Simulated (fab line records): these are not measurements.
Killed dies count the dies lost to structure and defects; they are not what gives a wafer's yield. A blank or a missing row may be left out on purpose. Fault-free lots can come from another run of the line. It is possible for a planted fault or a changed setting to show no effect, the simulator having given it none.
Which of the tools did it? -- flow gf180mcu -- 18 wafers from 6 lots sampled at 3 of the route's 602 steps

== WHAT EACH GAUGE READ, for each wafer ==
GF_HV_LDD_CD_MEAS_07: the cd target is 400 nm.
lot,measured,on,cd-nm (nm)
L746,day 10 16:31,cd-sem-02,396.5 396.9 399.5
L750,day 11 18:01,cd-sem-02,401.6 401.9 403.2
L756,day 13 18:40,cd-sem-02,382.6 382.2 380.7
L760,day 14 22:07,cd-sem-01,398.9 402.5 402.1
L762,day 15 12:38,cd-sem-01,396.3 394.9 395.6
L764,day 16 05:32,cd-sem-02,399.9 401.7 400.7

== EACH LOT AND THE TOOL THAT RAN IT (in order: tool; ch and the chambers of the sampled wafers; start) ==
lot,GF_POLY_GATE_STRIP_14,GF_HV_LDD_DEVELOP_06
L746,"plasma-asher-01 ch 0,1, day 9 20:39","litho-track-02 ch 0, day 10 16:22"
L750,"plasma-asher-04 ch 0,1, day 10 21:56","litho-track-03 ch 0, day 11 17:52"
L756,"plasma-asher-04 ch 0,1, day 12 20:47","litho-track-02 ch 0, day 13 18:31"
L760,"plasma-asher-01 ch 0,1, day 13 22:38","litho-track-04 ch 0, day 14 21:58"
L762,"plasma-asher-04 ch 0,1, day 14 13:29","litho-track-03 ch 0, day 15 12:29"
L764,"plasma-asher-03 ch 0,1, day 15 06:11","litho-track-04 ch 0, day 16 05:23"
- GF_POLY_GATE_STRIP_14: strips in O2/N2.
- GF_HV_LDD_DEVELOP_06: develop time 60 s.

== THE ANSWER, worked out from the rows above alone ==
Rule: the lots themselves supply what counts as usual. The widest of any qualifying gaps counts: lots, ordered by their means at a reading, are off when they make up no more than a third of the lots, leave a main group of 4 or more, and stand apart from it by 3 or more times the standard deviation of that group's means. If all means in a main group match to the digits the tables above print for the reading, that group is not used. A lot without any number at a reading at which 4 lots or more have one is off too. Where the step has rows for the other lots, those lots are counted as sound.
Off: L756 (GF_HV_LDD_CD_MEAS_07, cd-nm). The main group: mean 399.5 nm, standard deviation 2.5.
A tool fits if, at a process step before that reading, it ran every lot that is off, and no sound lot after the first of them. Gauges at GF_HV_LDD_CD_MEAS_07: tried the same way as those tools. One fits: litho-track-02 at GF_HV_LDD_DEVELOP_06. A fault onset in the window from L746 (day 10 16:22, its last sound lot) to L756 (day 13 18:31, its first lot off) fits.

== WHAT THE SIMULATOR PUT IN ==
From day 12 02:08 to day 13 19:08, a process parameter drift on litho-track-02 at GF_HV_LDD_DEVELOP_06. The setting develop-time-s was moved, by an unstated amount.
Struck lots among those shown: L756. The rule above reached the same finding.
